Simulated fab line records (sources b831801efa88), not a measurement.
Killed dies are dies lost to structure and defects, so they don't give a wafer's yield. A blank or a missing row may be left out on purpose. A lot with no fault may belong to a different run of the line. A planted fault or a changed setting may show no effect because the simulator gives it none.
fab line records | flow gf180mcu
record: lots: 12 wafers: 36 last_day: 34
route steps=602 shown MIM@508 M5@536
lots that met no fault: taken from a fault-free run of the same line
start_h: the number of hours between the record's first day and the start of the first shown wafer of the lot | wait_h: hours elapsed since this lot's preceding step | " same as the row above | L1.1+2: a row that stands for several wafers | - no value present, or no start provided | * or withheld: withheld | < > ~ a bound
route shown NAME@n: names a module that has steps shown in the file, with the first one's number in the route | usual: mean/standard deviation of fault-free wafers | same: alike in all rows | chamber/n: place in a boat | sites: the reading at each site | _std_site: their standard deviation | _edge_site: outer sites' mean less inner sites' | radius_mm: for every site, how far away it sits from the centre of the wafer | mask NAME#n: copy n | behind: the last tool/chamber to shape the wafer | hold: why the lot went on hold/how many hours it stayed there/how the hold came to an end | device: whichever transistor did not switch (one of n, p or np) | end of line: the same wafers' tests at the end of the route | a step given without rows: its recipe and nothing more | killed: not the wafer's yield, but the dies lost to structure and defects at the first sort | map: shows each die of a wafer: x if killed, . if not, _ if none is there
set.NAME: the setting as run; set.NAME@STEP: as run at that earlier step | model.NAME: the simulator's own value behind a step, which no gauge read
the route's steps for a sample of lots (tables are steps, rows are wafers)
services: the hour from which a tool's chamber was out of use, counted from the record's first day as start_h (under 0 if before that day), plus the number of hours and why
== steps ==
step: GF_MIM_CVD_05
recipe: material: Si3N4 target_thk_nm: 42 temp_max_c: 400 temp_c: 385 time_s: 29.086 rf_w: 450
usual: heater_power_w: 642/76
columns lot.wafer tool chamber start_h wait_h heater_power_w
L110.2 pecvd-02 2 576.28 0.0 674
L110.3 " 0 " " 662
L110.4 " 1 " " 485
L113.2 pecvd-04 1 602.77 0.0 643
L113.5 " 2 " " 610
L113.6 " 0 " " 738
L114.1 pecvd-04 1 615.40 0.0 608
L114.3 " 0 " " 621
L114.4 " 1 " " 600
L115.1 pecvd-04 2 634.81 0.0 705
L115.3 " 1 " " 610
L115.4 " 0 " " 734
L119.2 pecvd-02 0 657.06 0.0 759
L119.3 " 1 " " 523
L119.6 " 2 " " 604
L120.4 pecvd-04 0 660.40 0.0 693
L120.5 " 1 " " 639
L120.6 " 2 " " 689
L124.2 pecvd-04 2 687.44 0.0 563
L124.5 " 0 " " 648
L124.6 " 2 " " 587
L125.1 pecvd-04 2 693.47 0.0 620
L125.4 " 2 " " 616
L125.6 " 0 " " 705
L126.1 pecvd-04 1 698.19 0.0 649
L126.2 " 2 " " 708
L126.4 " 1 " " 655
L128.2 pecvd-02 1 711.18 0.0 551
L128.5 " 2 " " 679
L128.6 " 0 " " 659
L129.2 pecvd-02 2 717.24 0.0 596
L129.4 " 1 " " 540
L129.5 " 0 " " 704
L131.1 pecvd-01 2 730.69 0.0 666
L131.2 " 0 " " 688
L131.3 " 1 " " 614
step: GF_MIM_THK_MEAS_06
recipe: reads: Si3N4_of_MIM_CVD_05
usual: MIM_CVD_05_THK: 41.9/0.51
columns lot.wafer tool chamber start_h wait_h MIM_CVD_05_THK[nm]
L110.2 film_metro-03 - 576.32 0.0 41.5
L110.3 " - " " 41.6
L110.4 " - " " 41.8
L113.2 film_metro-04 - 602.81 0.0 41.9
L113.5 " - " " 41.7
L113.6 " - " " 42.4
L114.1 film_metro-03 - 615.44 0.0 42.3
L114.3 " - " " 42.0
L114.4 " - " " 43.0
L115.1 film_metro-04 - 634.84 0.0 41.9
L115.3 " - " " 41.7
L115.4 " - " " 42.4
L119.2 film_metro-03 - 657.10 0.0 41.2
L119.3 " - " " 41.7
L119.6 " - " " 41.9
L120.4 film_metro-04 - 660.44 0.0 41.7
L120.5 " - " " 42.6
L120.6 " - " " 42.4
L124.2 film_metro-02 - 687.48 0.0 39.7
L124.5 " - " " 42.8
L124.6 " - " " 40.7
L125.1 film_metro-04 - 693.50 0.0 41.2
L125.4 " - " " 42.2
L125.6 " - " " 39.9
L126.1 film_metro-02 - 698.22 0.0 42.3
L126.2 " - " " 39.9
L126.4 " - " " 42.4
L128.2 film_metro-02 - 711.22 0.0 42.4
L128.5 " - " " 42.6
L128.6 " - " " 42.7
L129.2 film_metro-04 - 717.28 0.0 41.4
L129.4 " - " " 42.3
L129.5 " - " " 41.8
L131.1 film_metro-03 - 730.73 0.0 41.6
L131.2 " - " " 41.3
L131.3 " - " " 41.3
step: GF_MIM_THK_MEAS_11
recipe: thk_meas_gauge: xrf reads: AlCu_of_MIM_SPUTTER_08
usual: MIM_ALCU_THK: 201.9/2.6
columns lot.wafer tool chamber start_h wait_h MIM_ALCU_THK[nm]
L110.2 film_metro-04 - 576.60 0.1 203.1
L110.3 " - " " 202.8
L110.4 " - " " 206.4
L113.2 film_metro-03 - 603.09 0.1 200.7
L113.5 " - " " 198.9
L113.6 " - " " 196.0
L114.1 film_metro-04 - 615.72 0.1 203.2
L114.3 " - " " 202.4
L114.4 " - " " 200.8
L115.1 film_metro-04 - 635.12 0.1 201.1
L115.3 " - " " 201.0
L115.4 " - " " 205.4
L119.2 film_metro-04 - 657.38 0.1 202.0
L119.3 " - " " 203.7
L119.6 " - " " 201.1
L120.4 film_metro-02 - 660.72 0.1 200.5
L120.5 " - " " 203.5
L120.6 " - " " 201.0
L124.2 film_metro-03 - 687.76 0.1 197.6
L124.5 " - " " 198.2
L124.6 " - " " 199.7
L125.1 film_metro-03 - 693.78 0.1 200.3
L125.4 " - " " 202.9
L125.6 " - " " 203.9
L126.1 film_metro-03 - 698.50 0.1 205.9
L126.2 " - " " 202.5
L126.4 " - " " 202.4
L128.2 film_metro-02 - 711.51 0.1 206.8
L128.5 " - " " 204.2
L128.6 " - " " 205.4
L129.2 film_metro-02 - 717.56 0.1 204.5
L129.4 " - " " 207.3
L129.5 " - " " 207.8
L131.1 film_metro-02 - 731.01 0.1 200.7
L131.2 " - " " 205.0
L131.3 " - " " 200.3
step: GF_MIM_METAL_ETCH_19
recipe: chemistry: Cl2/BCl3 mask_material: NOVOLAK stop_on: Si3N4 target_depth_nm: 324.5 pressure_mtorr: 8 icp_w: 800 bias_w: 140 Cl2_flow_sccm: 80 bcl3_flow_sccm: 40 time_s: 54.1
usual: drypump_motor_current_A: 5.5/0.39 oes_product_au: 0.940/0.0058 throttle_valve_pct: 28.285/0.0099
columns lot.wafer tool chamber start_h wait_h drypump_motor_current_A oes_product_au rf_hours_counter_h throttle_valve_pct
L110.2 rie_metal-03 1 598.20 0.1 5.6 0.928 10 28.290
L110.3 " 0 " " 5.0 0.936 - 28.296
L110.4 " 1 " " 5.6 0.950 - 28.281
L113.2 rie_metal-03 0 623.83 0.1 4.9 0.933 10 28.299
L113.5 " 1 " " 5.6 0.935 - 28.282
L113.6 " 0 " " 4.9 0.932 - 28.291
L114.1 rie_metal-03 1 635.93 0.1 5.6 0.947 11 28.290
L114.3 " 0 " " 5.0 0.940 - 28.280
L114.4 " 1 " " 5.6 0.941 - 28.298
L115.1 rie_metal-01 0 654.68 0.1 5.7 0.938 13 28.283
L115.3 " 0 " " 5.7 0.935 - 28.290
L115.4 " 1 " " 5.9 0.949 - 28.270
L119.2 rie_metal-03 1 675.99 0.1 5.6 0.941 13 28.297
L119.3 " 1 " " 5.6 0.947 - 28.299
L119.6 " 0 " " 5.0 0.940 - 28.284
L120.4 rie_metal-04 1 679.67 0.1 5.3 0.939 - 28.288
L120.5 " 0 " " 6.1 0.942 - 28.271
L120.6 " 1 " " 5.4 0.943 - 28.306
L124.2 rie_metal-03 0 706.20 0.1 5.0 0.932 - 28.291
L124.5 " 0 " " 5.0 0.944 - 28.291
L124.6 " 0 " " 5.0 0.940 - 28.289
L125.1 rie_metal-03 0 712.18 0.1 4.9 0.938 14 28.282
L125.4 " 0 " " 5.0 0.947 - 28.279
L125.6 " 0 " " 5.0 0.949 - 28.291
L126.1 rie_metal-04 0 716.74 0.1 6.1 0.942 3 28.274
L126.2 " 1 " " 5.3 0.944 4 28.275
L126.4 " 1 " " 5.3 0.945 - 28.294
L128.2 rie_metal-01 0 728.88 0.1 5.7 0.950 2 28.279
L128.5 " 0 " " 5.7 0.946 - 28.290
L128.6 " 1 " " 5.8 0.950 - 28.277
L129.2 rie_metal-01 1 734.66 0.1 5.8 0.944 9 28.271
L129.4 " 1 " " 5.8 0.950 - 28.270
L129.5 " 1 " " 5.8 0.944 - 28.277
L131.1 rie_metal-03 1 747.74 0.1 5.6 0.940 2 28.286
L131.2 " 1 " " 5.6 0.946 - 28.291
L131.3 " 1 " " 5.6 0.938 - 28.308
step: GF_M5_METAL_ETCH_10
recipe: chemistry: Cl2/BCl3 mask_material: KrF target_depth_nm: 750.8 stop_on: SiO2 pressure_mtorr: 8 icp_w: 800 bias_w: 140 Cl2_flow_sccm: 80 bcl3_flow_sccm: 40 time_s: 125.1
usual: drypump_motor_current_A: 5.84/0.28 oes_product_au: 0.990/0.007 throttle_valve_pct: 28.231/0.01
columns lot.wafer tool chamber start_h wait_h drypump_motor_current_A oes_product_au rf_hours_counter_h throttle_valve_pct
L110.2 rie_metal-04 1 619.39 0.0 5.35 0.977 0 28.231
L110.3 " 0 " " 6.12 0.989 - 28.234
L110.4 " 1 " " 5.35 0.982 - 28.225
L113.2 rie_metal-02 1 644.66 0.0 6.18 0.992 5 28.232
L113.5 " 0 " " 5.95 0.993 - 28.245
L113.6 " 1 " " 6.20 0.989 - 28.226
L114.1 rie_metal-02 0 656.91 0.0 5.89 0.983 1 28.219
L114.3 " 1 " " 6.19 0.987 - 28.221
L114.4 " 0 " " 5.89 0.988 - 28.216
L115.1 rie_metal-04 0 674.04 0.0 6.14 0.994 1 28.236
L115.3 " 1 " " 5.32 0.974 - 28.240
L115.4 " 0 " " 6.12 0.991 - 28.215
L119.2 rie_metal-04 0 695.54 0.0 6.13 0.999 2 28.217
L119.3 " 1 " " 5.33 0.984 - 28.237
L119.6 " 0 " " 6.15 0.995 - 28.213
L120.4 rie_metal-01 0 699.60 0.0 5.68 0.991 - 28.211
L120.5 " 0 " " 5.66 0.999 - 28.235
L120.6 " 1 " " 5.85 0.987 - 28.214
L124.2 rie_metal-01 1 725.48 0.0 5.84 0.997 9 28.231
L124.5 " 1 " " 5.85 0.991 - 28.242
L124.6 " 0 " " 5.67 0.989 - 28.236
L125.1 rie_metal-01 0 731.29 0.0 5.70 0.987 2 28.229
L125.4 " 1 " " 5.82 0.993 - 28.224
L125.6 " 0 " " 5.70 0.997 - 28.231
L126.1 rie_metal-04 0 735.19 0.0 6.12 0.996 4 28.227
L126.2 " 1 " " 5.35 0.977 5 28.242
L126.4 " 0 " " 6.14 0.986 - 28.241
L128.2 rie_metal-02 0 746.76 0.0 5.87 0.981 5 28.222
L128.5 " 0 " " 5.86 0.984 - 28.219
L128.6 " 1 " " 6.21 0.989 - 28.237
L129.2 rie_metal-02 0 752.49 0.0 5.87 0.984 5 28.243
L129.4 " 0 " " 5.88 0.986 - 28.226
L129.5 " 1 " " 6.19 0.991 - 28.222
L131.1 rie_metal-01 1 765.58 0.0 5.84 0.990 10 28.239
L131.2 " 0 " " 5.67 0.999 3 28.224
L131.3 " 0 " " 5.68 0.990 - 28.226
== services ==
columns tool chamber start_h hours kind
pecvd-02 - 552.79 1.1 repair
pecvd-02 - 553.75 3.2 repair
rie_metal-02 0 557.38 8.4 repair
pecvd-02 - 557.79 0.9 repair
pecvd-02 0 560.57 5.1 repair
rie_metal-02 1 565.81 17.3 repair
rie_metal-02 - 578.18 2.8 pm
pecvd-01 - 591.12 14.0 pm
pecvd-01 1 607.22 23.9 repair
rie_metal-03 - 626.42 2.8 pm
rie_metal-03 0 642.22 1.0 repair
pecvd-01 2 653.96 32.6 repair
rie_metal-01 0 665.36 - clean
rie_metal-01 0 665.36 21.2 scheduled_down
rie_metal-01 0 665.36 21.2 vent_cycle
rie_metal-02 - 690.15 1.4 pm
rie_metal-03 1 695.53 17.7 repair
pecvd-01 0 705.43 14.9 repair
rie_metal-03 1 713.24 - clean
rie_metal-03 1 713.24 17.8 scheduled_down
rie_metal-03 1 713.24 17.8 vent_cycle
rie_metal-03 0 731.72 - clean
rie_metal-03 0 731.72 28.1 scheduled_down
pecvd-02 2 758.96 8.4 repair
== key ==
first_sign: step: GF_MIM_THK_MEAS_06 reading: MIM_CVD_05_THK direction: down sigmas: 3.5 usual: 41.9 struck: 40.1
effect none on later readings
met_at GF_MIM_CVD_05
struck_lots L124,L125,L126
struck_wafers L124.2,L124.6,L125.6,L126.2
not_acting_at GF_MIM_THK_MEAS_11,GF_MIM_METAL_ETCH_19,GF_M5_METAL_ETCH_10
onset_between 660.40 687.44
fault: kind: process_parameter_drift tool: pecvd-04 chamber: - onset_h: 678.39 steps: GF_MIM_CVD_05 channel: time_s offset: * shape: step end_h: 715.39 scope: struck_wafers_only acts_in: * stated: *
